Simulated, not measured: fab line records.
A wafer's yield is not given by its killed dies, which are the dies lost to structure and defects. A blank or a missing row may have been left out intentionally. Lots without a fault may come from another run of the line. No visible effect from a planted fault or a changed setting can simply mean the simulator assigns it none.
fab line records + flow sky130 + part 2 of 2: steps 34 to 42 of 42
[record]
- lots = 5
- wafers = 15
- last_day = 50
route steps=708 shown LDD_HVP@284 LDD_LDN@289 SPACER@304 POLY_CUT@307 SD_P@320
lots untouched by any fault: they come from a run of this same line in which no faults occurred
start_h: hours from the record's opening day to when the first of the lot's shown wafers began + wait_h: time in hours since the lot's previous step + " same as the row above + L1.1+2: several wafers, shown together as one row + - value missing, or start not given + * or withheld: withheld + < > ~ a bound
route shown NAME@n: a module of which the file shows steps, and the number in the route of the first + usual: mean/standard deviation taken from wafers without a fault + same: alike in all rows + chamber/n: place in a boat + sites: the reading at each site + _std_site: standard deviation of those values + _edge_site: inner sites' mean taken away from outer sites' mean + radius_mm: for every site, how far away it sits from the centre of the wafer + mask NAME#n: copy n + behind: the tool/chamber that last shaped the wafer + hold: the reason the lot was held/the length of the hold in hours/how it ended + device: transistor that didn't switch, given as n, p or np + end of line: the tests these same wafers got at the end of their route + a step with no rows: only its recipe + killed: count of dies lost to structure and defects at first sort (not the wafer's yield) + map: a wafer's dies, marking killed ones x, the rest . and places with no die _
set.NAME: the run value of the setting; set.NAME@STEP: its run value at that earlier step + model.NAME: the simulator's own value behind a step, which no gauge read
a table for each step, a row for each wafer; lots at some steps of the route
services: a tool's chamber out of use, with start hour (start_h, from the record's first day; less than 0 if before it), hours out, and reason
[[steps]]
[step SKY_POLY_CUT_ETCH_10]
[recipe]
- chemistry = N2/H2
- target = BARC
- ion_energy_ev = 200
- source_w = 500
- bias_w = 100
- pressure_mtorr = 30
- n2_flow_sccm = 100
- h2_flow_sccm = 200
- stop_on = SiO2
- time_s = 45.9
- target_depth_a = 600
[usual]
- bias_w = 99.97/0.3
- drypump_motor_current_A = 5.5/0.45
- h2_flow_sccm = 200.0/0.55
- oes_product_au = 0.854/0.0051
- throttle_valve_pct = 13.225/0.009
| lot.wafer | tool        | chamber | start_h | wait_h | bias_w | drypump_motor_current_A | h2_flow_sccm | oes_product_au | rf_hours_counter_h | throttle_valve_pct |
|-----------|-------------|---------|---------|--------|--------|-------------------------|--------------|----------------|--------------------|--------------------|
| L079.2    | rie_diel-02 | 3       | 628.70  | 0.0    | 100.10 | 6.2                     | 199.8        | 0.860          | 48                 | 13.220             |
| L079.4    | "           | 2       | "       | "      | 100.23 | 5.8                     | 199.7        | 0.864          | 47                 | 13.221             |
| L079.5    | "           | 2       | "       | "      | 100.24 | 5.8                     | 200.4        | 0.851          | -                  | 13.234             |
| L083.3    | rie_diel-04 | 2       | 649.15  | 0.0    | 99.66  | 5.0                     | 200.4        | 0.850          | 12                 | 13.232             |
| L083.4    | "           | 2       | "       | "      | 99.80  | 5.0                     | 200.4        | 0.857          | -                  | 13.239             |
| L083.6    | "           | 1       | "       | "      | 100.04 | 5.8                     | 200.9        | 0.853          | -                  | 13.207             |
| L086.4    | rie_diel-03 | 3       | 681.84  | 0.0    | 100.47 | 6.2                     | 199.1        | 0.857          | 22                 | 13.228             |
| L086.5    | "           | 1       | "       | "      | 99.34  | 5.1                     | 199.7        | 0.864          | -                  | 13.210             |
| L086.6    | "           | 0       | "       | "      | 99.72  | 5.2                     | 200.2        | 0.854          | -                  | 13.229             |
| L089.2    | rie_diel-04 | 1       | 705.65  | 0.0    | 99.58  | 5.8                     | 200.5        | 0.863          | 7                  | 13.228             |
| L089.3    | "           | 2       | "       | "      | 100.24 | 5.0                     | 199.0        | 0.858          | 13                 | 13.215             |
| L089.4    | "           | 0       | "       | "      | 99.60  | 5.9                     | 200.2        | 0.849          | 4                  | 13.224             |
| L095.1    | rie_diel-04 | 1       | 742.10  | 0.0    | 99.77  | 5.8                     | 199.2        | 0.850          | 8                  | 13.205             |
| L095.2    | "           | 0       | "       | "      | 99.66  | 5.8                     | 200.6        | 0.849          | 5                  | 13.221             |
| L095.6    | "           | 3       | "       | "      | 100.62 | 5.6                     | 200.3        | 0.855          | -                  | 13.209             |
[step SKY_POLY_CUT_ETCH_11]
[recipe]
- target = Si3N4
- chemistry = CF4/CH2F2/Ar
- stop_on = poly-Si
- source_w = 600
- bias_w = 150
- pressure_mtorr = 40
- cf4_flow_sccm = 40
- ch2f2_flow_sccm = 20
- Ar_flow_sccm = 150
- time_s = 42.5
- target_depth_a = 600
[usual]
- bias_w = 150.0/0.42
- drypump_motor_current_A = 5.5/0.45
- mfc_ar_sccm = 150.0/0.47
- oes_product_au = 0.825/0.0058
- throttle_valve_pct = 14.993/0.0086
| lot.wafer | tool        | chamber | start_h | wait_h | bias_w | drypump_motor_current_A | mfc_ar_sccm | oes_product_au | rf_hours_counter_h | throttle_valve_pct |
|-----------|-------------|---------|---------|--------|--------|-------------------------|-------------|----------------|--------------------|--------------------|
| L079.2    | rie_diel-02 | 3       | 628.74  | 0.0    | 149.5  | 6.1                     | 150.3       | 0.827          | 48                 | 14.992             |
| L079.4    | "           | 2       | "       | "      | 149.2  | 5.7                     | 149.8       | 0.825          | 47                 | 14.978             |
| L079.5    | "           | 2       | "       | "      | 149.9  | 5.7                     | 150.6       | 0.823          | -                  | 14.981             |
| L083.3    | rie_diel-04 | 2       | 649.19  | 0.0    | 150.0  | 5.0                     | 149.5       | 0.821          | 12                 | 14.990             |
| L083.4    | "           | 2       | "       | "      | 150.2  | 5.0                     | 149.1       | 0.832          | -                  | 14.984             |
| L083.6    | "           | 1       | "       | "      | 150.1  | 5.8                     | 150.5       | 0.825          | -                  | 14.983             |
| L086.4    | rie_diel-03 | 3       | 681.88  | 0.0    | 149.9  | 6.2                     | 150.0       | 0.820          | 22                 | 14.991             |
| L086.5    | "           | 1       | "       | "      | 151.0  | 5.1                     | 149.9       | 0.826          | -                  | 15.007             |
| L086.6    | "           | 0       | "       | "      | 150.3  | 5.2                     | 150.4       | 0.819          | -                  | 14.988             |
| L089.2    | rie_diel-04 | 1       | 705.69  | 0.0    | 150.1  | 5.8                     | 149.4       | 0.821          | 7                  | 15.008             |
| L089.3    | "           | 2       | "       | "      | 149.9  | 5.0                     | 150.4       | 0.828          | 13                 | 14.977             |
| L089.4    | "           | 0       | "       | "      | 150.0  | 5.8                     | 150.1       | 0.823          | 4                  | 15.005             |
| L095.1    | rie_diel-04 | 1       | 742.14  | 0.0    | 150.7  | 5.8                     | 150.2       | 0.823          | 8                  | 14.978             |
| L095.2    | "           | 0       | "       | "      | 150.2  | 5.9                     | 150.2       | 0.833          | 5                  | 14.996             |
| L095.6    | "           | 3       | "       | "      | 149.1  | 5.6                     | 150.1       | 0.822          | -                  | 14.996             |
[step SKY_POLY_CUT_STRIP_12]
[recipe]
- chemistry = O2/N2
- power_w = 1400
- pressure_mtorr = 1500
- platen_temp_c = withheld
- o2_flow_sccm = 3000
- n2_flow_sccm = 300
- overash_fraction = 0.5
[usual]
- drypump_motor_current_A = 5.5/0.45
- o2_flow_sccm = 2999/8.6
- oes_product_au = 0.452/0.0042
- strip_time_to_endpoint_s = 5.354/0.019
| lot.wafer | tool            | chamber | start_h | wait_h | drypump_motor_current_A | o2_flow_sccm | oes_product_au | rf_hours_counter_h | strip_time_to_endpoint_s |
|-----------|-----------------|---------|---------|--------|-------------------------|--------------|----------------|--------------------|--------------------------|
| L079.2    | plasma_asher-01 | 0       | 628.78  | 0.0    | 5.3                     | 2993         | 0.455          | 94                 | 5.365                    |
| L079.4    | "               | 1       | "       | "      | 5.5                     | 3001         | 0.452          | -                  | 5.364                    |
| L079.5    | "               | 1       | "       | "      | 5.5                     | 2999         | 0.447          | -                  | 5.351                    |
| L083.3    | plasma_asher-02 | 0       | 649.27  | 0.1    | 6.1                     | 2996         | 0.453          | -                  | 5.325                    |
| L083.4    | "               | 1       | "       | "      | 4.8                     | 2987         | 0.447          | -                  | 5.340                    |
| L083.6    | "               | 0       | "       | "      | 6.1                     | 2997         | 0.460          | -                  | 5.359                    |
| L086.4    | plasma_asher-02 | 1       | 681.95  | 0.1    | 4.8                     | 3003         | 0.450          | -                  | 5.325                    |
| L086.5    | "               | 0       | "       | "      | 6.1                     | 3002         | 0.446          | -                  | 5.343                    |
| L086.6    | "               | 1       | "       | "      | 4.8                     | 3008         | 0.455          | -                  | 5.342                    |
| L089.2    | plasma_asher-04 | 1       | 705.73  | 0.0    | 5.7                     | 3004         | 0.454          | 58                 | 5.374                    |
| L089.3    | "               | 0       | "       | "      | 5.9                     | 3010         | 0.452          | -                  | 5.352                    |
| L089.4    | "               | 1       | "       | "      | 5.7                     | 2999         | 0.455          | -                  | 5.356                    |
| L095.1    | plasma_asher-02 | 1       | 742.18  | 0.0    | 4.8                     | 3004         | 0.454          | 93                 | 5.378                    |
| L095.2    | "               | 0       | "       | "      | 6.1                     | 3001         | 0.454          | 93                 | 5.345                    |
| L095.6    | "               | 0       | "       | "      | 6.1                     | 3006         | 0.456          | -                  | 5.380                    |
[step SKY_SD_P_DEHYDRATE_00]
[recipe]
- temp_c = 200
- time_s = 60
| lot.wafer  | tool           | chamber | start_h | wait_h |
|------------|----------------|---------|---------|--------|
| L079.2+4+5 | litho_track-04 | 0       | 643.02  | 14.2   |
| L083.3+4+6 | litho_track-04 | 0       | 663.19  | 13.9   |
| L086.4+5+6 | litho_track-02 | 0       | 695.67  | 13.7   |
| L089.2+3+4 | litho_track-01 | 0       | 719.63  | 13.9   |
| L095.1+2+6 | litho_track-04 | 0       | 755.84  | 13.6   |
[step SKY_SD_P_HMDS_01]
[recipe]
- prime_time_s = 60
- prime_temp_c = 120
| lot.wafer  | tool           | chamber | start_h | wait_h |
|------------|----------------|---------|---------|--------|
| L079.2+4+5 | litho_track-04 | 0       | 643.17  | 0.1    |
| L083.3+4+6 | litho_track-04 | 0       | 663.34  | 0.1    |
| L086.4+5+6 | litho_track-02 | 0       | 695.82  | 0.1    |
| L089.2+3+4 | litho_track-01 | 0       | 719.78  | 0.1    |
| L095.1+2+6 | litho_track-04 | 0       | 755.99  | 0.1    |
[step SKY_SD_P_COAT_02]
[recipe]
- resist = NOVOLAK
- spin_rpm = 3000
- resist_thk_nm = 1140
| lot.wafer  | tool           | chamber | start_h | wait_h |
|------------|----------------|---------|---------|--------|
| L079.2+4+5 | litho_track-04 | 0       | 643.32  | 0.1    |
| L083.3+4+6 | litho_track-04 | 0       | 663.49  | 0.1    |
| L086.4+5+6 | litho_track-02 | 0       | 695.97  | 0.1    |
| L089.2+3+4 | litho_track-01 | 0       | 719.93  | 0.1    |
| L095.1+2+6 | litho_track-04 | 0       | 756.14  | 0.1    |
[step SKY_SD_P_SOFTBAKE_03]
[recipe]
- temp_c = 90
- time_s = 60
- resist = NOVOLAK
| lot.wafer  | tool           | chamber | start_h | wait_h |
|------------|----------------|---------|---------|--------|
| L079.2+4+5 | litho_track-04 | 0       | 643.47  | 0.1    |
| L083.3+4+6 | litho_track-04 | 0       | 663.64  | 0.1    |
| L086.4+5+6 | litho_track-02 | 0       | 696.12  | 0.1    |
| L089.2+3+4 | litho_track-01 | 0       | 720.08  | 0.1    |
| L095.1+2+6 | litho_track-04 | 0       | 756.29  | 0.1    |
[step SKY_SD_P_EXPOSE_04]
[recipe]
- mask_id = PSDM
- na = 0.6
- source_shape = conventional
- sigma_outer = 0.6
- polarization = unpolarized
- target_cd_nm = 380
- dose_mj = 138
| lot.wafer  | tool             | chamber | start_h | wait_h | mask   |
|------------|------------------|---------|---------|--------|--------|
| L079.2+4+5 | iline_stepper-01 | 0       | -       | -      | PSDM#0 |
| L083.3+4+6 | iline_stepper-01 | 0       | -       | -      | PSDM#0 |
| L086.4+5+6 | iline_stepper-01 | 0       | -       | -      | PSDM#0 |
| L089.2+3+4 | iline_stepper-02 | 0       | -       | -      | PSDM#0 |
| L095.1+2+6 | iline_stepper-02 | 0       | -       | -      | PSDM#0 |
[step SKY_SD_P_PEB_05]
[recipe]
- temp_c = withheld
- time_s = *
- resist = NOVOLAK
| lot.wafer  | tool           | chamber | start_h | wait_h |
|------------|----------------|---------|---------|--------|
| L079.2+4+5 | litho_track-04 | 0       | -       | -      |
| L083.3+4+6 | litho_track-01 | 0       | -       | -      |
| L086.4+5+6 | litho_track-04 | 0       | -       | -      |
| L089.2+3+4 | litho_track-01 | 0       | -       | -      |
| L095.1+2+6 | litho_track-02 | 0       | -       | -      |
[[services]]
| tool             | chamber | start_h | hours | kind   |
|------------------|---------|---------|-------|--------|
| iline_stepper-02 | -       | 544.51  | 13.6  | repair |
| implanter-02     | -       | 555.79  | 2.4   | repair |
| implanter-03     | -       | 581.10  | 3.9   | repair |
| krf_scanner-01   | -       | 590.29  | 1.3   | pm     |
| rie_diel-02      | 1       | 615.32  | 3.7   | repair |
| rie_diel-02      | 3       | 616.41  | 3.5   | repair |
| iline_stepper-01 | -       | 621.01  | 8.9   | pm     |
| plasma_asher-02  | -       | 628.43  | 3.0   | repair |
| rie_diel-04      | -       | 630.64  | 0.9   | repair |
| implanter-03     | -       | 633.57  | 2.7   | repair |
| plasma_asher-01  | -       | 635.74  | 2.8   | pm     |
| lpcvd-02         | -       | 642.23  | 0.5   | repair |
| rie_diel-04      | 2       | 666.20  | 5.5   | repair |
| plasma_asher-02  | -       | 667.72  | 3.0   | repair |
| iline_stepper-02 | -       | 686.08  | 1.7   | pm     |
| plasma_asher-01  | -       | 690.48  | 2.2   | repair |
| implanter-03     | -       | 697.31  | 5.4   | repair |
| implanter-02     | -       | 722.34  | 2.0   | pm     |
| rie_diel-04      | -       | 729.07  | 2.8   | pm     |
| plasma_asher-01  | -       | 732.02  | 1.7   | repair |
| plasma_asher-01  | -       | 733.75  | 9.0   | pm     |
| plasma_asher-01  | -       | 758.94  | 2.8   | repair |
| iline_stepper-01 | -       | 760.40  | 1.7   | pm     |
| rie_diel-04      | 3       | 760.62  | 2.0   | repair |
